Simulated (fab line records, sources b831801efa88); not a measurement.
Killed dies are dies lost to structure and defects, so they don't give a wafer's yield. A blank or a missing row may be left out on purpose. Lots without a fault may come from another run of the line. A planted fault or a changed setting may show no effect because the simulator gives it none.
A struck lot beside a sound one | flow sky130 | 17 steps out of a route of 708
Sound: wafers L925.1, L925.2, L925.6. Struck: wafer L921.1. (L921.3, L921.4 of the same lot were not struck and are left out.) The cause comes at the end.
At each step with rows: each side's tool, then ch and its chambers, then its first start. Under that, the readings that differ: sound wafers | struck wafers | difference of the means | sigmas: that difference in standard deviations of wafers without a fault.
alike: readings whose means differ by less than 2 such deviations, and words and numbers that are the same on both sides. not compared: withheld readings, readings that some wafer has no value for, bounds like >300 that may hide the same value, and numbers for which the record gives no deviation and whose values overlap.
The two part at a step that has a row with sigmas, a row that says differs or no value, or rows on one side only. Numbers that don't overlap but have no deviation are shown without sigmas and don't part them. A reading that every wafer of one side lacks parts them only if that side has two wafers or more.

SKY_VIA3_CMP_02: polishes SiO2.
  sound on cmp-02 ch 1,2,3, day 43 06:41; struck on cmp-01 ch 2, day 42 04:57
  alike: motor_current_A
SKY_VIA3_BOW_MEAS_03:
  sound on film_metro-02, day 43 06:53; struck on film_metro-01, day 42 05:15
  alike: VIA3_BOW
then, 8 steps without rows for these wafers: SKY_VIA3_DEHYDRATE_04 (time 60 s); SKY_VIA3_HMDS_05 (prime time 60 s); SKY_VIA3_COAT_06 (resist thk 60 nm); SKY_VIA3_COAT_07 (resist thk 450 nm); SKY_VIA3_SOFTBAKE_08 (time 90 s); SKY_VIA3_EXPOSE_09 (exposes mask VIM3, target cd 200 nm); SKY_VIA3_PEB_10; SKY_VIA3_DEVELOP_11 (develop time 60 s).
SKY_VIA3_CD_MEAS_12: target cd 200 nm.
  sound on cd_sem-01, day 44 06:16; struck on cd_sem-02, day 43 04:49
  alike: cd_nm
SKY_VIA3_OVL_MEAS_13:
  sound on overlay-01, day 44 06:23; struck on overlay-02, day 43 04:56
  alike: VIA3_OVL
SKY_VIA3_ETCH_14: etches BARC in N2/H2, stops on SiO2, time 45.9 s, target depth 60 nm.
  sound on rie_diel-03 ch 0,1, day 44 06:25; struck on rie_diel-04 ch 3, day 43 04:58
  reading                                     | sound             | struck | difference | sigmas
  drypump_motor_current_A (A)                 | 6.5 6.2 6.1       | 5.3    | -1.0       | -2
  oes_product_au (a.u.)                       | 0.855 0.851 0.858 | 0.773  | -0.082     | -20
  model.KrF-thick_of_VIA3_COAT_07.thk_nm (nm) | 391.9 392.4 391.5 | 407.6  | +15.7      |
  model.etch.depth_nm (nm)                    | 59.88 59.94 59.97 | 50.17  | -9.76      |
  model.VIA3.cd_nm (nm)                       | 198 198.4 199.8   | 196    | -3         |
  alike: h2_flow_sccm, throttle_valve_pct
  not compared: rf_hours_counter_h
SKY_VIA3_ETCH_15: etches SiO2 in C4F8/O2/Ar, stops on TiN, target depth 507 nm, time 78 s.
  sound on rie_diel-03 ch 0,1, day 44 06:27; struck on rie_diel-04 ch 3, day 43 05:01
  reading                                     | sound             | struck | difference | sigmas
  oes_product_au (a.u.)                       | 0.951 0.947 0.942 | 0.520  | -0.427     | -89
  model.KrF-thick_of_VIA3_COAT_07.thk_nm (nm) | 290.3 291.8 291   | 305.4  | +14.4      |
SKY_VIA3_STRIP_16: strips in O2/N2.
  sound on plasma_asher-03 ch 0,1, day 44 06:31; struck on plasma_asher-01 ch 0, day 43 05:04
  reading                      | sound          | struck | difference | sigmas
  drypump_motor_current_A (A)  | 5.3 5.3 5.3    | 6.1    | +0.8       | +2
  strip_time_to_endpoint_s (s) | 4.11 4.13 4.13 | 4.28   | +0.16      | +5
  alike: oes_product_au
  not compared: rf_hours_counter_h
then, 1 step without rows for these wafers: SKY_VIA3_STRIP_17 (strips in post etch residue remover, time 1200 s).
-- the record jumps here: 6 days lie between the struck wafers' starts before and after (it left off in module VIA3 and takes up again in module PAD_OPEN, whose first step shown is number 708 of the route) --
SKY_PAD_OPEN_PROBE_99:
  sound on prober-01, day 49 15:03; struck on prober-02, day 48 21:35
  reading                  | sound          | struck | difference | sigmas
  defect_limited_yield (%) | 82.3 84.3 81.5 | 25.2   | -57.5      | -32
  killed_at_M0_to_M3       | 46 39 51       | 321    | +276       | +42
  killed_dies              | 87 77 91       | 368    | +283       | +32
  killed_on_rim            | 18 12 12       | 76     | +62        | +15
  alike: killed_at_M4_up, killed_at_contacts, killed_at_front_end, killed_at_other, killed_open, killed_short

WHERE THEY PART
First at SKY_VIA3_ETCH_14; last, within this record, at SKY_PAD_OPEN_PROBE_99.

WHY: what the simulator had put in
Process parameter drift: rie_diel-04, from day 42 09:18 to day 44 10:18, at SKY_VIA3_ETCH_14. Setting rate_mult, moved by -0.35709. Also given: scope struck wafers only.
